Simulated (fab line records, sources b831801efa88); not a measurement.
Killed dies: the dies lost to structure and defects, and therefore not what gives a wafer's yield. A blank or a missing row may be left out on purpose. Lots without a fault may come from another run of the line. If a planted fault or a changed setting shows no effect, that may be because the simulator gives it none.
Matching of chambers    flow sfq_line    rie_diel-01 running SFQ_TRILAYER_L0_VIA_BARC_OPEN_VIA_ETCH_021: 3 sister chambers
The step etches BARC in O2, target depth 125 nm, time 41.7 s. 3 wafers are shown with their chamber, then 5 later ones without.

WAFERS, EACH WITH ITS CHAMBER
wafer   chamber  drypump_motor_current_A (A)
L641.5  2        6.1
L644.1  1        5.4
L644.2  3        5.9

WAFERS WITH NO CHAMBER GIVEN
wafer   drypump_motor_current_A (A)
L644.6  5.9
L656.3  6.1
L656.4  6.0
L656.5  6.0
L658.1  5.9

CHAMBER TAKEN BY EACH
wafer   from the rows above      in truth
L644.6  3                        3
L656.3  2                        2
L656.4  can't be placed: 2 or 3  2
L656.5  can't be placed: 2 or 3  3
L658.1  3                        3
3 of 5 placed correctly. From these rows, 2 cannot be placed; in 2 the true chamber is one of the candidates. Wrongly placed: 0.
How it was worked out, from the rows above alone: a wafer's distance from a chamber is the root of the sum, over the readings, of the square of ((its reading less the chamber's mean) divided by the reading's scatter). The wafer belongs to the nearest chamber; if the next one is less than 2 further off, it can't be placed. Each chamber's mean is taken over the wafers shown for it. The scatter: with one shown wafer a chamber, the root of the mean of the squares of how far each hidden wafer lies from its nearest shown one.
